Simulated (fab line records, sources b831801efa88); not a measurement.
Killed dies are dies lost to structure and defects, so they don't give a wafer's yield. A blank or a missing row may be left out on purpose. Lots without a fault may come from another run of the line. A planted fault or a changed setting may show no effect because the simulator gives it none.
fab line records | flow sky130 | part 1 of 2: steps 1 to 43 of 44
record lots=6 wafers=18 last_day=50
route steps=708 shown FIELD_ISO@17 NWELL@32 DNWELL@35 PWDE@45 SALICIDE@361 PAD_OPEN@708
lots that met no fault: from a run of the same line without faults
start_h: hours from the record's first day to the start of the lot's first wafer shown | wait_h: hours since the lot's step before | " the same as in the row above | L1.1+2: a row that stands for several wafers | - no value, or no start given | * or withheld: withheld | < > ~ a bound
route shown NAME@n: a module of which the file shows steps, and the number in the route of the first | usual: mean/standard deviation of fault-free wafers | same: alike in all rows | chamber/n: place in a boat | sites: the reading at each site | _std_site: their standard deviation | _edge_site: outer sites' mean less inner sites' | radius_mm: how far each site lies from the wafer's centre | mask NAME#n: copy n | behind: the tool/chamber that last shaped the wafer | hold: why the lot was held/for how many hours/how that ended | device: the transistor (n, p or np) that didn't switch | end of line: the same wafers' tests at the end of the route | a step without rows: its recipe alone | killed: dies lost to structure and defects at the first sort, not the wafer's yield | map: a wafer's dies, x killed, . not, _ none there
set.NAME: the setting as run; set.NAME@STEP: as run at that earlier step | model.NAME: the simulator's own value behind a step, which no gauge read
lots at some steps of the route; a table a step, a row a wafer
services: from which hour (start_h, from the record's first day; less than 0 if before it) a tool's chamber was out of use, for how many hours, and why
## steps
# step SKY_FIELD_ISO_STRIP_16
# recipe chemistry=O2/N2 power_w=1400 pressure_mtorr=1500 platen_temp_c=withheld o2_flow_sccm=3000 n2_flow_sccm=300 overash_fraction=0.5
# usual drypump_motor_current_A=5.9/0.41 n2_flow_sccm=299.8/1 oes_product_au=0.378/0.0051 strip_time_to_endpoint_s=3.56/0.045
# same overash_fraction=0.5
# columns lot.wafer tool chamber start_h wait_h drypump_motor_current_A n2_flow_sccm oes_product_au rf_hours_counter_h strip_time_to_endpoint_s
L751.1 plasma_asher-04 0 34.78 0.0 5.8 298.9 0.387 24 3.56
L751.4 " 1 " " 6.4 300.3 0.365 - 3.58
L751.5 " 0 " " 5.8 297.0 0.381 - 3.60
L758.2 plasma_asher-04 1 70.98 0.0 6.4 298.4 0.373 28 3.59
L758.3 " 1 " " 6.4 299.5 0.373 - 3.56
L758.5 " 1 " " 6.4 299.6 0.376 - 3.53
L764.2 plasma_asher-03 1 102.03 0.0 6.2 300.0 0.371 41 3.56
L764.3 " 0 " " 6.2 299.0 0.377 - 3.58
L764.5 " 1 " " 6.2 300.3 0.384 - 3.58
L768.3 plasma_asher-04 0 124.77 0.1 5.7 299.9 0.384 - 3.50
L768.4 " 1 " " 6.4 299.1 0.380 - 3.62
L768.5 " 1 " " 6.4 298.6 0.373 - 3.50
L769.1 plasma_asher-04 0 131.38 0.0 5.8 297.6 0.388 34 3.64
L769.3 " 1 " " 6.4 299.9 0.379 - 3.51
L769.4 " 0 " " 5.7 299.5 0.371 - 3.52
L773.1 plasma_asher-02 1 148.78 0.0 5.1 303.1 0.382 45 3.60
L773.5 " 1 " " 5.1 301.9 0.378 - 3.57
L773.6 " 0 " " 5.9 299.0 0.376 - 3.52
# step SKY_FIELD_ISO_ETCH_17
# recipe target_depth_a=3420 mask_material=Si3N4 chemistry=HBr/Cl2/O2 target=Si taper_deg=5 icp_w=600 bias_w=150 pressure_mtorr=15 HBr_flow_sccm=150 Cl2_flow_sccm=40 O2_flow_sccm=6 time_s=97.7
# usual drypump_motor_current_A=5.95/0.23 oes_product_au=0.998/0.011 run_length_s=126.0/0.39 throttle_valve_pct=25.658/0.012
# columns lot.wafer tool chamber start_h wait_h drypump_motor_current_A oes_product_au rf_hours_counter_h run_length_s throttle_valve_pct
L751.1 rie_si-01 2 34.88 0.1 6.00 1.010 62 126.1 25.665
L751.4 " 1 " " 5.98 1.000 - 126.4 25.645
L751.5 " 0 " " 5.40 0.994 - 125.9 25.654
L758.2 rie_si-02 2 71.08 0.1 6.18 1.001 102 126.2 25.658
L758.3 " 0 " " 6.02 0.998 141 126.0 25.649
L758.5 " 2 " " 6.18 0.993 - 126.3 25.665
L764.2 rie_si-02 3 102.13 0.1 5.93 0.984 0 125.2 25.679
L764.3 " 1 " " 6.12 0.980 14 125.8 25.675
L764.5 " 2 " " 6.15 1.006 - 126.9 25.644
L768.3 rie_si-02 3 124.84 0.0 5.90 0.990 0 125.4 25.648
L768.4 " 2 " " 6.16 1.005 - 126.0 25.643
L768.5 " 3 " " 5.89 0.983 - 125.3 25.672
L769.1 rie_si-01 2 131.48 0.1 5.96 1.006 62 126.3 25.643
L769.3 " 1 " " 5.99 1.011 65 126.4 25.655
L769.4 " 0 " " 5.41 0.982 82 125.9 25.655
L773.1 rie_si-02 1 148.88 0.1 6.12 0.985 15 125.6 25.669
L773.5 " 0 " " 6.05 1.013 - 125.8 25.644
L773.6 " 3 " " 5.84 0.994 - 125.1 25.664
# step SKY_FIELD_ISO_WET_ETCH_18
# recipe chemistry=H3PO4 target_depth_nm=25 temp_c=160 target=Si3N4 time_s=286
# step SKY_FIELD_ISO_CLEAN_19
# recipe chemistry=SC1/SC2 mix=1:4:20 temp_c=70 time_s=150
# step SKY_FIELD_ISO_CLEAN_20
# recipe chemistry=dHF time_s=20 dilution=100:1
# step SKY_FIELD_ISO_WET_ETCH_21
# recipe chemistry=dHF dilution=100:1 target_depth_nm=20 dry=ipa_marangoni target=SiO2 temp_c=25 time_s=400
# step SKY_FIELD_ISO_OXIDATION_22
# recipe temp_c=950 ambient=O2 stabilise_s=600 purge_s=300 target_thk_a=100 ox_time_s=623
# step SKY_FIELD_ISO_THK_MEAS_23
# recipe reads=SiO2_of_FIELD_ISO_OXIDATION_22
# usual FIELD_ISO_OXIDATION_01_THK=9.98/0.17
# columns lot.wafer tool chamber start_h wait_h FIELD_ISO_OXIDATION_01_THK[nm]
L751.1 film_metro-01 - 36.40 0.0 9.67
L751.4 " - " " 9.86
L751.5 " - " " 9.90
L758.2 film_metro-01 - 72.90 0.0 10.09
L758.3 " - " " 9.99
L758.5 " - " " 10.16
L764.2 film_metro-02 - 103.98 0.0 9.98
L764.3 " - " " 9.97
L764.5 " - " " 9.95
L768.3 film_metro-02 - 126.38 0.0 10.14
L768.4 " - " " 10.06
L768.5 " - " " 9.95
L769.1 film_metro-03 - 133.84 0.0 9.79
L769.3 " - " " 9.74
L769.4 " - " " 9.76
L773.1 film_metro-01 - 151.66 0.0 10.21
L773.5 " - " " 10.24
L773.6 " - " " 10.12
# step SKY_FIELD_ISO_CVD_24
# recipe material=SiO2 target_thk_nm=595 temp_c=650 sigma_open_frac=0.3 time_s=99.2 sih4_flow_sccm=60 pressure_mtorr=6
# step SKY_FIELD_ISO_THK_MEAS_25
# recipe reads=SiO2_of_FIELD_ISO_CVD_24
# usual FIELD_ISO_CVD_24_THK=598/6.6
# columns lot.wafer tool chamber start_h wait_h FIELD_ISO_CVD_24_THK[nm]
L751.1 film_metro-03 - 36.53 0.0 617
L751.4 " - " " 599
L751.5 " - " " 615
L758.2 film_metro-03 - 73.03 0.0 603
L758.3 " - " " 590
L758.5 " - " " 592
L764.2 film_metro-02 - 104.12 0.0 602
L764.3 " - " " 589
L764.5 " - " " 599
L768.3 film_metro-02 - 126.51 0.1 599
L768.4 " - " " 607
L768.5 " - " " 596
L769.1 film_metro-03 - 133.97 0.0 592
L769.3 " - " " 588
L769.4 " - " " 600
L773.1 film_metro-03 - 151.79 0.0 593
L773.5 " - " " 595
L773.6 " - " " 595
# step SKY_FIELD_ISO_ANNEAL_26
# recipe temp_c=1000 time_s=1800 ambient=N2
# step SKY_FIELD_ISO_CMP_27
# recipe stop_on=Si3N4 t_overpolish_s=16 down_force_psi=4 platen_rpm=60 target_thk_nm=457.8 pad_velocity_m_s=0.94248
# usual head_pressure_psi=4.000/0.0086 motor_current_A=12.7/1.5 overpolish_run_s=16.000/0.0099 time_to_endpoint_s=109/4.5
# columns lot.wafer tool chamber start_h wait_h head_pressure_psi motor_current_A overpolish_run_s time_to_endpoint_s
L751.1 cmp-01 0 38.19 0.1 4.000 11.3 16.005 103
L751.4 " 1 " " 4.001 12.0 15.997 107
L751.5 " 3 " " 4.007 16.4 16.018 113
L758.2 cmp-01 0 74.58 0.0 4.014 11.8 15.995 104
L758.3 " 3 " " 3.997 16.4 15.994 114
L758.5 " 1 " " 4.008 11.7 16.007 107
L764.2 cmp-01 1 106.97 0.0 3.993 11.8 15.997 107
L764.3 " 2 " " 3.983 11.8 16.001 110
L764.5 " 2 " " 3.997 11.3 16.010 113
L768.3 cmp-01 3 128.05 0.0 4.000 16.0 15.994 114
L768.4 " 1 " " 3.996 11.8 15.997 110
L768.5 " 0 " " 4.003 12.1 16.002 100
L769.3 cmp-02 1 136.22 0.0 4.002 12.0 15.997 105
L769.1 " 2 " " 4.001 13.3 15.992 112
L769.4 " 3 " " 4.010 12.1 16.009 106
L773.1 cmp-02 2 154.45 0.1 3.996 13.1 15.992 111
L773.6 " 0 " " 4.005 11.5 16.002 115
L773.5 " 1 " " 4.005 12.4 15.994 106
# step SKY_FIELD_ISO_WET_ETCH_28
# recipe chemistry=dHF target_depth_nm=23.7 target=SiO2 dilution=10:1 temp_c=25 time_s=47
# usual run_length_s=76/3.4
# columns lot.wafer tool chamber start_h wait_h run_length_s model.SiO2_of_FIELD_ISO_CVD_24.thk_nm
L751.1 wet_bench-03 0 38.39 0.1 80 431.6
L751.4 " 0 " " 80 433.2
L751.5 " 0 " " 80 432.9
L758.2 wet_bench-04 1 74.88 0.2 74 431.4
L758.3 " 1 " " 74 433.5
L758.5 " 1 " " 74 432.4
L764.2 wet_bench-04 0 107.27 0.2 107 414.9
L764.3 " 0 " " 107 417
L764.5 " 0 " " 107 417.3
L768.3 wet_bench-01 0 128.35 0.2 73 433.6
L768.4 " 0 " " 73 432
L768.5 " 0 " " 73 431.6
L769.1 wet_bench-04 3 136.70 0.4 114 416.3
L769.3 " 3 " " 114 416.3
L769.4 " 3 " " 114 416.3
L773.1 wet_bench-01 3 154.65 0.1 79 434.7
L773.5 " 3 " " 79 433.7
L773.6 " 3 " " 79 435.2
# step SKY_FIELD_ISO_WET_ETCH_29
# recipe chemistry=H3PO4 target_depth_nm=160 target=Si3N4 temp_c=160 time_s=1825
# step SKY_FIELD_ISO_WET_ETCH_30
# recipe chemistry=dHF target_depth_nm=25 target=SiO2 dilution=10:1 temp_c=25 time_s=50
# step SKY_NWELL_CLEAN_00
# recipe chemistry=SC1/SC2 mix=1:4:20 temp_c=70 time_s=150 dry=n2_spin
# step SKY_NWELL_OXIDATION_01
# recipe temp_c=900 ambient=O2 stabilise_s=600 purge_s=300 target_thk_a=100 ox_time_s=1418
# step SKY_NWELL_THK_MEAS_02
# recipe reads=SiO2_of_NWELL_OXIDATION_01
# usual NWELL_OXIDATION_THK=10.03/0.18
# columns lot.wafer tool chamber start_h wait_h NWELL_OXIDATION_THK[nm]
L751.1 film_metro-03 - 40.89 0.0 10.24
L751.4 " - " " 10.24
L751.5 " - " " 10.48
L758.2 film_metro-01 - 76.99 0.0 9.77
L758.3 " - " " 10.01
L758.5 " - " " 10.12
L764.2 film_metro-01 - 111.35 0.0 9.83
L764.3 " - " " 9.77
L764.5 " - " " 9.94
L768.3 film_metro-01 - 130.71 0.0 9.96
L768.4 " - " " 9.90
L768.5 " - " " 9.77
L769.1 film_metro-04 - 139.77 0.0 9.89
L769.3 " - " " 9.79
L769.4 " - " " 9.88
L773.1 film_metro-01 - 158.42 0.0 10.07
L773.5 " - " " 10.10
L773.6 " - " " 10.10
# step SKY_DNWELL_DEHYDRATE_00
# recipe temp_c=200 time_s=60
# step SKY_DNWELL_HMDS_01
# recipe prime_time_s=60 prime_temp_c=120
# step SKY_DNWELL_COAT_02
# recipe spin_rpm=2000 resist_thk_nm=3051
# step SKY_DNWELL_SOFTBAKE_03
# recipe temp_c=110 time_s=withheld
# step SKY_DNWELL_EXPOSE_04
# recipe mask_id=DNM na=0.57 target_cd_nm=3000 dose_mj=222
# step SKY_DNWELL_PEB_05
# recipe temp_c=115 time_s=withheld
# step SKY_DNWELL_DEVELOP_06
# recipe wall_angle_deg=90 developer=TMAH develop_time_s=60 dev_temp_c=23
# step SKY_DNWELL_IMPLANT_07
# recipe species=P energy_kev=withheld dose_cm2=withheld tilt_deg=withheld
# step SKY_DNWELL_STRIP_08
# recipe chemistry=O2/N2 power_w=1400 pressure_mtorr=1500 platen_temp_c=withheld o2_flow_sccm=3000 n2_flow_sccm=300 overash_fraction=0.5
# usual drypump_motor_current_A=5.7/0.49 n2_flow_sccm=299.8/1 oes_product_au=0.723/0.0044 strip_time_to_endpoint_s=37.49/0.11
# same overash_fraction=0.5
# columns lot.wafer tool chamber start_h wait_h drypump_motor_current_A n2_flow_sccm oes_product_au rf_hours_counter_h strip_time_to_endpoint_s
L751.1 plasma_asher-03 0 56.22 0.1 6.2 300.4 0.734 37 37.46
L751.4 " 0 " " 6.2 299.9 0.724 - 37.54
L751.5 " 1 " " 6.2 299.5 0.725 - 37.51
L758.2 plasma_asher-01 1 93.76 0.1 4.9 299.7 0.721 41 37.54
L758.3 " 0 " " 5.8 300.9 0.722 - 37.47
L758.5 " 0 " " 5.8 300.6 0.723 - 37.52
L764.2 plasma_asher-03 1 130.25 0.1 6.2 298.8 0.724 44 37.42
L764.3 " 1 " " 6.2 299.1 0.726 - 37.45
L764.5 " 0 " " 6.2 299.7 0.729 - 37.55
L768.3 plasma_asher-03 0 150.21 0.1 6.2 301.5 0.729 - 37.24
L768.4 " 1 " " 6.2 298.2 0.722 - 37.27
L768.5 " 0 " " 6.2 300.6 0.719 - 37.26
L769.1 plasma_asher-03 0 158.65 0.2 6.2 299.8 0.726 47 37.57
L769.3 " 0 " " 6.2 298.6 0.721 - 37.47
L769.4 " 1 " " 6.2 298.8 0.725 - 37.53
L773.1 plasma_asher-02 1 178.02 0.1 5.1 298.8 0.721 47 37.55
L773.5 " 1 " " 5.1 300.8 0.720 - 37.51
L773.6 " 0 " " 5.9 299.4 0.725 - 37.55
# step SKY_DNWELL_TW_MEAS_09
# usual DNWELL_TW=1115/6.5
# columns lot.wafer tool chamber start_h wait_h DNWELL_TW
L751.1 film_metro-01 - 56.38 0.1 1108
L751.4 " - " " 1105
L751.5 " - " " 1106
L758.2 film_metro-04 - 93.87 0.1 1110
L758.3 " - " " 1108
L758.5 " - " " 1111
L764.2 film_metro-01 - 130.36 0.1 1131
L764.3 " - " " 1129
L764.5 " - " " 1122
L768.3 film_metro-01 - 150.29 0.1 1108
L768.4 " - " " 1109
L768.5 " - " " 1108
L769.1 film_metro-03 - 158.77 0.1 1115
L769.3 " - " " 1109
L769.4 " - " " 1109
L773.1 film_metro-01 - 178.12 0.1 1117
L773.5 " - " " 1118
L773.6 " - " " 1122
# step SKY_PWDE_DEHYDRATE_00
# recipe temp_c=200 time_s=60
# step SKY_PWDE_HMDS_01
# recipe prime_time_s=60 prime_temp_c=120
# step SKY_PWDE_COAT_02
# recipe spin_rpm=2000 resist_thk_nm=3000
# step SKY_PWDE_SOFTBAKE_03
# recipe temp_c=110 time_s=withheld
# step SKY_PWDE_EXPOSE_04
# recipe mask_id=PWDEM na=0.6 source_shape=conventional sigma_outer=0.6 polarization=unpolarized target_cd_nm=840 dose_mj=214
# step SKY_PWDE_PEB_05
# recipe temp_c=115 time_s=withheld
# step SKY_PWDE_DEVELOP_06
# recipe wall_angle_deg=90 developer=TMAH develop_time_s=60 dev_temp_c=23
# step SKY_PWDE_OVL_MEAS_07
# usual PWDE_OVL=-0.2/1.5
# columns lot.wafer tool chamber start_h wait_h PWDE_OVL[nm]
L751.1 overlay-02 - 71.52 - -1.7
L751.4 " - " " -3.0
L751.5 " - " " -2.3
L758.2 overlay-02 - 111.07 - -2.0
L758.3 " - " " -1.7
L758.5 " - " " 1.3
L764.2 overlay-02 - 148.67 - -2.1
L764.3 " - " " -1.0
L764.5 " - " " -3.4
L768.3 overlay-02 - 170.53 - 0.1
L768.4 " - " " 0.9
L768.5 " - " " -1.5
L769.1 overlay-02 - 178.52 - -1.7
L769.3 " - " " -0.1
L769.4 " - " " -3.6
L773.1 overlay-02 - 198.81 - 0.4
L773.5 " - " " 2.9
L773.6 " - " " 2.3
# step SKY_PWDE_IMPLANT_08
# recipe species=B energy_kev=150 dose_cm2=3.6e+12 tilt_deg=withheld
# step SKY_PWDE_STRIP_09
# recipe chemistry=O2/N2 power_w=1400 pressure_mtorr=1500 platen_temp_c=withheld o2_flow_sccm=3000 n2_flow_sccm=300 overash_fraction=0.5
# usual drypump_motor_current_A=5.5/0.45 n2_flow_sccm=299.7/0.97 oes_product_au=0.723/0.005 strip_time_to_endpoint_s=36.92/0.093
# same overash_fraction=0.5
# columns lot.wafer tool chamber start_h wait_h drypump_motor_current_A n2_flow_sccm oes_product_au rf_hours_counter_h strip_time_to_endpoint_s
L751.1 plasma_asher-04 1 71.70 0.1 6.4 300.2 0.725 28 36.88
L751.4 " 1 " " 6.4 299.1 0.724 - 36.75
L751.5 " 0 " " 5.7 297.3 0.727 - 36.79
L758.2 plasma_asher-02 1 111.25 0.1 5.1 299.8 0.716 41 36.95
L758.3 " 1 " " 5.1 301.3 0.713 - 36.96
L758.5 " 1 " " 5.1 300.7 0.720 - 36.96
L764.2 plasma_asher-01 0 148.85 0.1 5.8 299.7 0.729 3 37.06
L764.3 " 0 " " 5.8 301.3 0.721 - 36.95
L764.5 " 0 " " 5.8 300.9 0.722 - 36.96
L768.3 plasma_asher-01 0 170.74 0.1 5.8 300.6 0.722 - 36.94
L768.4 " 1 " " 4.9 299.0 0.721 - 36.92
L768.5 " 1 " " 4.9 300.1 0.730 - 36.92
L769.1 plasma_asher-02 0 178.70 0.1 5.9 302.0 0.722 48 37.05
L769.3 " 0 " " 5.9 300.8 0.719 - 37.02
L769.4 " 1 " " 5.1 299.4 0.723 - 36.97
L773.1 plasma_asher-02 1 199.00 0.1 5.1 298.6 0.735 49 36.70
L773.5 " 0 " " 5.8 300.4 0.724 - 36.73
L773.6 " 1 " " 5.1 298.5 0.731 - 36.90
# step SKY_PWDE_TW_MEAS_10
# usual PWDE_TW=374.4/1.8
# columns lot.wafer tool chamber start_h wait_h PWDE_TW
L751.1 film_metro-01 - 71.80 0.1 375.4
L751.4 " - " " 374.6
L751.5 " - " " 375.1
L758.2 film_metro-04 - 111.36 0.1 375.4
L758.3 " - " " 375.1
L758.5 " - " " 373.5
L764.2 film_metro-04 - 148.96 0.1 374.1
L764.3 " - " " 372.9
L764.5 " - " " 371.2
L768.3 film_metro-03 - 170.82 0.1 373.8
L768.4 " - " " 374.9
L768.5 " - " " 374.2
L769.1 film_metro-03 - 178.80 0.1 375.2
L769.3 " - " " 374.5
L769.4 " - " " 374.8
L773.1 film_metro-03 - 199.10 0.1 371.2
L773.5 " - " " 371.0
L773.6 " - " " 371.3
# step SKY_NWELL_DEHYDRATE_03
# recipe temp_c=200 time_s=60
# step SKY_NWELL_HMDS_04
# recipe prime_time_s=60 prime_temp_c=120
# step SKY_NWELL_COAT_05
# recipe spin_rpm=2000 resist_thk_nm=3000
# step SKY_SALICIDE_CLEAN_00
# recipe chemistry=HF-last time_s=30 dilution=100:1 dry=ipa_marangoni
# columns lot.wafer tool chamber start_h wait_h model.SiO2_of_FIELD_ISO_CVD_24.thk_nm
L751.1 wet_bench-01 0 646.36 0.1 356.8
L751.4 " 0 " " 358.4
L751.5 " 0 " " 358
L758.2 wet_bench-03 3 708.56 0.1 356.1
L758.3 " 3 " " 358.1
L758.5 " 3 " " 357.1
L764.2 wet_bench-01 2 764.17 0.1 339.2
L764.3 " 2 " " 341.3
L764.5 " 2 " " 341.8
L768.3 wet_bench-02 1 784.96 0.1 358.1
L768.4 " 1 " " 356.3
L768.5 " 1 " " 356.1
L769.1+3 wet_bench-02 0 797.12 0.1 340.8
L769.4 " 0 " " 340.9
L773.1 wet_bench-01 3 827.57 0.1 359
L773.5 " 3 " " 358
L773.6 " 3 " " 359.4
## key
first_sign step=SKY_FIELD_ISO_WET_ETCH_28 reading=run_length_s direction=up sigmas=10 usual=* struck=*
effect none on later readings
model_effect step=SKY_FIELD_ISO_WET_ETCH_28 value=SiO2_of_FIELD_ISO_CVD_24.thk_nm without=433 struck=416.4
model_effect step=SKY_SALICIDE_CLEAN_00 value=SiO2_of_FIELD_ISO_CVD_24.thk_nm without=357.4 struck=340.8
model_effect step=SKY_PAD_OPEN_PROBE_99 value=etest.res_p_drift_20v.rs_ohm_sq without=9780 struck=8870
met_at SKY_FIELD_ISO_WET_ETCH_28
struck_wafers L764.2,L764.3,L764.5,L769.1,L769.3,L769.4
tester_left_out L764,L769
onset_between 74.88 107.27
fault kind=process_parameter_drift tool=wet_bench-04 chamber=- onset_h=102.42 steps=SKY_FIELD_ISO_WET_ETCH_28 channel=time_s offset=* shape=step end_h=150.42 acts_in=* stated=*
# tester_left_out: of these lots the tester's yield and bins aren't shown, on N5 and GAA mostly nor the transistor test; their killed dies are dies lost to structure and defects alone, not to doping, threshold or leakage, so they don't give the yield
